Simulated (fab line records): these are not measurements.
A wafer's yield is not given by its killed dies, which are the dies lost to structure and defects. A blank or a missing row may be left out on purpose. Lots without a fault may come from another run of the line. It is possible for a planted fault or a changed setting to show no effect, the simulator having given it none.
Matching of chambers -- flow sky130 -- rieSi-01 running SKY_FIELD_ISO_ETCH_17: 4 sister chambers
The step etches Si in HBr/Cl2/O2, target depth 342 nm, time 97.7 s. 8 wafers are shown with their chamber, then 8 later ones without.

## WAFERS, EACH WITH ITS CHAMBER
wafer,chamber,drypumpMotorCurrentA (A),mfcCl2Sccm (sccm)
L642.4,2,5.5,40.17
L643.2,0,5.4,40.08
L643.3,3,6.2,39.97
L643.5,1,5.6,40.04
L645.2,2,5.6,40.15
L645.4,0,5.4,39.88
L645.6,3,6.2,39.97
L646.2,1,5.7,40.22

## WAFERS WITHOUT THEIR CHAMBER
wafer,drypumpMotorCurrentA (A),mfcCl2Sccm (sccm)
L646.3,6.1,39.92
L646.4,5.5,40.03
L649.2,5.5,40.04
L649.3,5.4,40.13
L649.4,5.5,39.95
L650.1,5.7,39.91
L650.3,5.4,39.97
L650.4,5.7,40.00

## WHICH CHAMBER EACH ONE RAN IN
wafer,from the rows above,in truth
L646.3,3,3
L646.4,can't be placed: 2 or 0 or 1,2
L649.2,can't be placed: 2 or 0 or 1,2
L649.3,can't be placed: 0 or 2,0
L649.4,can't be placed: 0 or 2 or 1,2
L650.1,can't be placed: 1 or 2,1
L650.3,0,0
L650.4,can't be placed: 1 or 2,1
Placed correctly: 2 of 8. Cannot be placed on the basis of these rows: 6; the candidates contain the true chamber in 6. Wrongly placed: 0.
How it was worked out, from the rows above alone: a wafer's distance from a chamber is the root of the sum, over the readings, of the square of ((its reading less the chamber's mean) divided by the reading's scatter). If the next closest chamber is less than 2 further off than the closest, the wafer can't be placed; otherwise it belongs to the closest. For every chamber, the mean is computed from those of its wafers that are shown. How the scatter is found: for the shown wafers, subtract from each reading the mean of its chamber, square and add these, divide the total by (wafers less chambers), then take the root.
